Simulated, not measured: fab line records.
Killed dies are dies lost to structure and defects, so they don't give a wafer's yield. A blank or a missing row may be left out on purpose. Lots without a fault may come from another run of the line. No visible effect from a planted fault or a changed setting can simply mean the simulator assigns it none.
A single fault, viewed from 2 desks -- flow sky130 -- only its own numbers are on each desk; what lay behind them is given at the end

## THE TOOL OWNER'S DESK: plasma-asher-01
The tool's own readings at SKY_LDD_LDN_STRIP_12 (strips in O2/N2): means of the sampled wafers that have a number, for each lot that ran on this tool. A lot is out of limits, marked OUT, if its mean lies more than 4 standard deviations from the usual mean; the brackets give that distance.
Columns: A = drypump-motor-current-A at SKY_LDD_LDN_STRIP_12, usual 5.20 A; B = oes-product-au at SKY_LDD_LDN_STRIP_12, usual 0.715 a.u.; C = strip-time-to-endpoint-s at SKY_LDD_LDN_STRIP_12, usual 14.17 s
lot,first seen here,A,B,C
L189,day 23 21:12,5.05,0.715,14.13
L192,day 24 18:43,5.04,0.927 (+45) OUT,-
L200,day 27 16:52,5.04,0.717,14.16
L203,day 28 14:22,5.04,0.714,14.13
L206,day 29 04:39,5.06,0.714,14.13
L207,day 29 17:12,5.05,0.713,14.23
L210,day 30 18:56,5.07,0.714,14.09
This desk's finding: out of limits on L192; first on L192, day 24 18:43 (oes-product-au at SKY_LDD_LDN_STRIP_12). Within limits: L189, L200, L203, L206, L207, L210.

## AT THE METROLOGY DESK
Means of the sampled wafers that have a number, per lot and without regard to the tool the lot ran on: this is what the gauges read. A lot is out of limits, marked OUT, if its mean lies more than 4 standard deviations from the usual mean; the brackets give that distance.
Columns: A = POLY_GATE_OVL at SKY_POLY_GATE_OVL_MEAS_14, usual -1 nm; B = LDD_N_TW at SKY_LDD_N_TW_MEAS_17, usual 2583
lot,first seen here,A,B
L187,day 16 18:04,3,2589
L188,day 16 23:14,-5,2592
L189,day 17 06:47,-9,2594
L192,day 18 08:32,-5,2601
L200,day 21 07:47,6,2567
L199,day 21 08:18,-14,2582
L202,day 22 00:50,9,2583
L203,day 22 09:26,-4,2580
L206,day 23 01:20,8,2580
L207,day 23 14:08,4,2596
L208,day 24 07:50,1,2569
L209,day 24 13:47,7,2568
L210,day 24 15:56,-8,2572
This desk found nothing out of limits on any of the 13 lots.

## ALL TOGETHER
On L192, at day 24 18:43, an alarm was possible from the tool owner's desk.
Metrology desk: nothing out of limits seen.
The metrology desk holds a record of L192, inside its limits.
The lots listed all ran SKY_LDD_LDN_STRIP_12 on plasma-asher-01.

## WHAT WAS PUT IN BY THE SIMULATOR
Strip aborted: plasma-asher-01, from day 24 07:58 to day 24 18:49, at SKY_LDD_LDN_STRIP_12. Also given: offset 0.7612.
Lots struck among those shown: L192.
How many hours passed from the start of the fault until each desk's first out-of-limits reading: the tool owner's desk, 11.
